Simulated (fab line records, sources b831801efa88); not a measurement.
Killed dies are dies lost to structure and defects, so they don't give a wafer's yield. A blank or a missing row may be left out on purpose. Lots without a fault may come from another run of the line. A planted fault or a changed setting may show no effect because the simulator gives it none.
Chamber matching | flow sky130 | SKY_POLY_GATE_ETCH_17 on rie_si-02: 4 sister chambers
The step etches poly-Si in HBr/Cl2, stops on SiO2, target depth 180 nm, time 70.5 s. 18 wafers are shown with their chamber, then 8 later ones without.

WAFERS WITH THEIR CHAMBER
wafer  | chamber | drypump_motor_current_A (A) | throttle_valve_pct (%) | oes_product_au (a.u.)
L464.2 | 3       | 5.2                         | 33.683                 | 0.991
L464.5 | 1       | 5.9                         | 33.675                 | 0.984
L464.6 | 2       | 6.3                         | 33.681                 | 0.985
L465.1 | 0       | 5.9                         | 33.667                 | 0.987
L465.2 | 1       | 5.8                         | 33.690                 | 0.983
L465.6 | 1       | 5.9                         | 33.680                 | 0.992
L466.1 | 1       | 5.8                         | 33.697                 | 0.966
L466.5 | 2       | 6.3                         | 33.692                 | 0.987
L468.3 | 3       | 5.2                         | 33.699                 | 0.987
L468.5 | 0       | 5.9                         | 33.683                 | 0.975
L470.2 | 0       | 5.9                         | 33.691                 | 0.981
L476.2 | 0       | 5.9                         | 33.681                 | 0.976
L476.4 | 2       | 6.3                         | 33.672                 | 0.989
L476.6 | 3       | 5.2                         | 33.692                 | 0.978
L478.4 | 3       | 5.1                         | 33.692                 | 0.985
L478.5 | 2       | 6.3                         | 33.694                 | 0.985
L478.6 | 0       | 5.9                         | 33.665                 | 0.983
L480.2 | 1       | 5.9                         | 33.685                 | 0.978

SIGNATURES (means of the wafers above)
reading                 | chamber 0 | chamber 1 | chamber 2 | chamber 3 | scatter within a chamber
drypump_motor_current_A | 5.900     | 5.860     | 6.300     | 5.175     | 0.0373
throttle_valve_pct      | 33.67740  | 33.68540  | 33.68475  | 33.69150  | 0.00937
oes_product_au          | 0.98040   | 0.98060   | 0.98650   | 0.98525   | 0.00636
Rule: a wafer's distance from a chamber is the root of the sum, over the readings, of the square of ((its reading less the chamber's mean) divided by the reading's scatter). The wafer belongs to the nearest chamber; if the next one is less than 2 further off, it can't be placed. The scatter: the root of (the sum of the squares of (reading less its chamber's mean) over the shown wafers, divided by (wafers less chambers)).

WAFERS WITHOUT THEIR CHAMBER
wafer  | drypump_motor_current_A (A) | throttle_valve_pct (%) | oes_product_au (a.u.)
L480.3 | 5.2                         | 33.682                 | 0.983
L480.6 | 5.9                         | 33.688                 | 0.980
L482.1 | 6.3                         | 33.685                 | 0.977
L482.3 | 5.9                         | 33.695                 | 0.982
L482.5 | 5.9                         | 33.684                 | 0.989
L484.2 | 6.3                         | 33.681                 | 0.993
L484.4 | 5.2                         | 33.687                 | 0.985
L484.5 | 5.1                         | 33.677                 | 0.987

WHICH CHAMBER EACH WENT THROUGH
wafer  | from the rows above     | in truth
L480.3 | 3                       | 3
L480.6 | can't be placed: 1 or 0 | 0
L482.1 | 2                       | 2
L482.3 | can't be placed: 1 or 0 | 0
L482.5 | can't be placed: 0 or 1 | 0
L484.2 | 2                       | 2
L484.4 | 3                       | 3
L484.5 | 3                       | 3
Placed correctly: 5 of 8. Can't be placed from these rows: 3 (the true chamber is among the candidates in 3). Placed wrongly: 0.
